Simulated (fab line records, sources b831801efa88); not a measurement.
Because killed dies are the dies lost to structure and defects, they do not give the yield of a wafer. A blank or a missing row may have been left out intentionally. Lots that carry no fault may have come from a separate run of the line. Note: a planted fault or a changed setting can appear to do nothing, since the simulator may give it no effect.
Matching of chambers + flow gf180mcu + 4 sister chambers for GF_CONTACT_CMP_04 on cmp-02
The step polishes SiO2. 4 wafers are shown with their chamber, then 11 later ones without.

## EACH WAFER AND ITS CHAMBER
| wafer  | chamber | motorCurrentA (A) |
|--------|---------|-------------------|
| L824.4 | 1       | 12.2              |
| L831.2 | 3       | 12.4              |
| L831.3 | 0       | 11.4              |
| L833.2 | 2       | 12.5              |

## WAFERS WHOSE CHAMBER IS MISSING
| wafer  | motorCurrentA (A) |
|--------|-------------------|
| L833.3 | 11.3              |
| L833.6 | 10.6              |
| L834.2 | 10.8              |
| L834.5 | 12.9              |
| L834.6 | 13.2              |
| L837.1 | 12.9              |
| L837.4 | 12.4              |
| L837.6 | 12.3              |
| L839.1 | 11.2              |
| L839.3 | 13.1              |
| L839.6 | 11.3              |

## WHICH CHAMBER EACH ONE RAN IN
| wafer  | from the rows above               | in truth |
|--------|-----------------------------------|----------|
| L833.3 | can't be placed: 0 or 1           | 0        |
| L833.6 | can't be placed: 0 or 1           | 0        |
| L834.2 | can't be placed: 0 or 1           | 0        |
| L834.5 | can't be placed: 2 or 3 or 1      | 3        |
| L834.6 | can't be placed: 2 or 3 or 1      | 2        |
| L837.1 | can't be placed: 2 or 3 or 1      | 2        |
| L837.4 | can't be placed: 3 or 2 or 1      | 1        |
| L837.6 | can't be placed: 3 or 1 or 2 or 0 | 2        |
| L839.1 | can't be placed: 0 or 1           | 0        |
| L839.3 | can't be placed: 2 or 3 or 1      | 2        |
| L839.6 | can't be placed: 0 or 1           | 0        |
0 of 11 placed correctly. Cannot be placed on the basis of these rows: 11; the candidates contain the true chamber in 11. Wrongly placed: 0.
How it was worked out, from the rows above alone: a wafer's distance from a chamber is the root of the sum, over the readings, of the square of ((its reading less the chamber's mean) divided by the reading's scatter). If the next closest chamber is less than 2 further off than the closest, the wafer can't be placed; otherwise it belongs to the closest. For every chamber, the mean is computed from those of its wafers that are shown. The scatter (one wafer shown for each chamber): square how far every hidden wafer sits from the nearest shown wafer, average those squares and take the square root.
